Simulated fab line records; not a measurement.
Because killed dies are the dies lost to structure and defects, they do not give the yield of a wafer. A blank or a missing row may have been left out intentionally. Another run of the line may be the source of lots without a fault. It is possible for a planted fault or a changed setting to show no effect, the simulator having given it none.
Which of the tools did it?	flow gf180mcu	33 wafers from 11 lots sampled at 5 of the route's 602 steps

## WHAT THE GAUGES SHOWED, per wafer
GF_V4_BOW_MEAS_05.
lot	measured	on	V4_BOW (um)
L482	day 24 02:35	film metro-04	134 127 137
L483	day 24 13:01	film metro-03	137 129 120
L484	day 24 19:52	film metro-04	142 136 138
L485	day 25 05:22	film metro-03	133 138 138
L488	day 26 09:36	film metro-03	133 123 138
L490	day 26 21:57	film metro-04	149 157 146
L496	day 28 15:58	film metro-01	140 149 145
L499	day 29 09:22	film metro-04	118 125 127
L500	day 29 18:31	film metro-03	135 136 138
L502	day 30 05:13	film metro-01	129 148 139
L503	day 30 16:38	film metro-01	145 145 144

## EACH LOT AND THE TOOL THAT RAN IT (in order: tool; ch and the chambers of the sampled wafers; start)
lot	GF_M3_SPUTTER_02	GF_M3_SPUTTER_04	GF_M4_METAL_ETCH_16	GF_M4_STRIP_17
L482	pvd sputter-02, day 21 02:27	pvd sputter-02, day 21 02:31	rie metal-03 ch 0,1, day 24 01:21	plasma asher-02 ch 0,1, day 24 01:28
L483	pvd sputter-02, day 21 11:40	pvd sputter-02, day 21 11:43	rie metal-01 ch 0,1, day 24 11:44	plasma asher-02 ch 1, day 24 11:51
L484	pvd sputter-02, day 21 19:33	pvd sputter-02, day 21 19:36	rie metal-01 ch 1, day 24 18:32	plasma asher-03 ch 0,1, day 24 18:46
L485	pvd sputter-03, day 22 05:59	pvd sputter-03, day 22 06:02	rie metal-01 ch 1, day 25 04:03	plasma asher-03 ch 0,1, day 25 04:14
L488	pvd sputter-02, day 23 12:38	pvd sputter-02, day 23 12:41	rie metal-03 ch 0,1, day 26 08:24	plasma asher-03 ch 0,1, day 26 08:30
L490	pvd sputter-03, day 24 02:08	pvd sputter-03, day 24 02:11	rie metal-03 ch 0,1, day 26 20:43	plasma asher-02 ch 0,1, day 26 20:49
L496	pvd sputter-03, day 25 22:39	pvd sputter-03, day 25 22:42	rie metal-01 ch 0,1, day 28 14:44	plasma asher-02 ch 0,1, day 28 14:50
L499	pvd sputter-02, day 26 19:40	pvd sputter-02, day 26 19:43	rie metal-01 ch 1, day 29 08:10	plasma asher-02 ch 0, day 29 08:16
L500	pvd sputter-04, day 27 04:29	pvd sputter-04, day 27 04:32	rie metal-03 ch 0,1, day 29 17:18	plasma asher-02 ch 0,1, day 29 17:25
L502	pvd sputter-03, day 27 16:26	pvd sputter-03, day 27 16:29	rie metal-04 ch 0, day 30 03:56	plasma asher-01 ch 0,1, day 30 04:07
L503	pvd sputter-04, day 28 03:26	pvd sputter-04, day 28 03:29	rie metal-03 ch 0,1, day 30 15:08	plasma asher-02 ch 0,1, day 30 15:16
- GF_M3_SPUTTER_02: material AlCu, target thk 450 nm, time 23.9 s.
- GF_M3_SPUTTER_04: material TiN, target thk 50 nm, time 41.7 s.
- GF_M4_METAL_ETCH_16: etches the open film in Cl2/BCl3, stops on SiO2, target depth 627.5 nm, time 104.6 s.
- GF_M4_STRIP_17: strips in O2/N2.

## THE ANSWER, worked out from the rows above alone
Rule: usual is defined by the lots themselves. The widest of any qualifying gaps counts: lots, ordered by their means at a reading, are off when they make up no more than a third of the lots, leave a main group of 4 or more, and stand apart from it by 3 or more times the standard deviation of that group's means. A main group is skipped when, at the precision printed for the reading in the tables above, its means are all equal. Also off: a lot with no number at a reading for which 4 or more lots have one. Where the step has rows for the other lots, those lots are counted as sound.
None of the lots is off at any reading shown; this tells nothing.

## WHAT THE SIMULATOR HAD PUT IN
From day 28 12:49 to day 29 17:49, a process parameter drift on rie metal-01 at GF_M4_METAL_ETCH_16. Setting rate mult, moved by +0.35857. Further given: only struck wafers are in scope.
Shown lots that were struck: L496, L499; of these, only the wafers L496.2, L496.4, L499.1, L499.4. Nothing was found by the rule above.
